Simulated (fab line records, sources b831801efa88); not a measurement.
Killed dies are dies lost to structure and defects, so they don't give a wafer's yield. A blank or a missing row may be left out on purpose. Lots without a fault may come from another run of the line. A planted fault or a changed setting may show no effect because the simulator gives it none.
Chamber matching | flow sky130 | SKY_PAD_OPEN_ETCH_07 on rie_diel-04: 4 sister chambers
The step etches the open film in CF4/O2, stops on AlCu, target depth 725 nm, time 161.1 s. 14 wafers are shown with their chamber, then 7 later ones without.

WAFERS WITH THEIR CHAMBER
wafer  | chamber | drypump_motor_current_A (A) | O2_flow_sccm (sccm) | throttle_valve_pct (%)
L074.1 | 1       | 6.0                         | 9.995               | 5.962
L074.2 | 2       | 6.4                         | 10.024              | 5.972
L074.3 | 0       | 5.9                         | 10.017              | 5.969
L079.1 | 0       | 5.9                         | 9.976               | 5.969
L079.3 | 2       | 6.4                         | 10.030              | 5.964
L079.4 | 1       | 5.9                         | 9.973               | 5.962
L084.2 | 0       | 5.9                         | 10.001              | 5.961
L084.3 | 2       | 6.4                         | 10.021              | 5.964
L084.4 | 3       | 5.7                         | 9.984               | 5.963
L087.1 | 0       | 5.9                         | 10.062              | 5.974
L087.4 | 2       | 6.3                         | 10.017              | 5.953
L087.5 | 1       | 6.0                         | 9.958               | 5.958
L093.3 | 0       | 5.8                         | 10.037              | 5.975
L093.4 | 1       | 5.9                         | 10.029              | 5.954

SIGNATURES (means of the wafers above)
reading                 | chamber 0 | chamber 1 | chamber 2 | chamber 3 | scatter within a chamber
drypump_motor_current_A | 5.880     | 5.950     | 6.375     | 5.700     | 0.0505
O2_flow_sccm            | 10.01860  | 9.98875   | 10.02300  | 9.98400   | 0.027
throttle_valve_pct      | 5.96960   | 5.95900   | 5.96325   | 5.96300   | 0.00592
Rule: a wafer's distance from a chamber is the root of the sum, over the readings, of the square of ((its reading less the chamber's mean) divided by the reading's scatter). The wafer belongs to the nearest chamber; if the next one is less than 2 further off, it can't be placed. The scatter: the root of (the sum of the squares of (reading less its chamber's mean) over the shown wafers, divided by (wafers less chambers)).

WAFERS WITHOUT THEIR CHAMBER
wafer  | drypump_motor_current_A (A) | O2_flow_sccm (sccm) | throttle_valve_pct (%)
L093.5 | 6.4                         | 10.040              | 5.974
L095.2 | 6.4                         | 10.009              | 5.958
L095.3 | 5.7                         | 10.019              | 5.965
L095.4 | 5.9                         | 10.063              | 5.969
L096.2 | 5.9                         | 10.026              | 5.959
L096.3 | 5.9                         | 10.064              | 5.960
L096.4 | 6.4                         | 10.008              | 5.957

WHICH CHAMBER EACH WENT THROUGH
wafer  | from the rows above     | in truth
L093.5 | 2                       | 2
L095.2 | 2                       | 2
L095.3 | 3                       | 3
L095.4 | can't be placed: 0 or 1 | 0
L096.2 | can't be placed: 1 or 0 | 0
L096.3 | can't be placed: 0 or 1 | 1
L096.4 | 2                       | 2
Placed correctly: 4 of 7. Can't be placed from these rows: 3 (the true chamber is among the candidates in 3). Placed wrongly: 0.
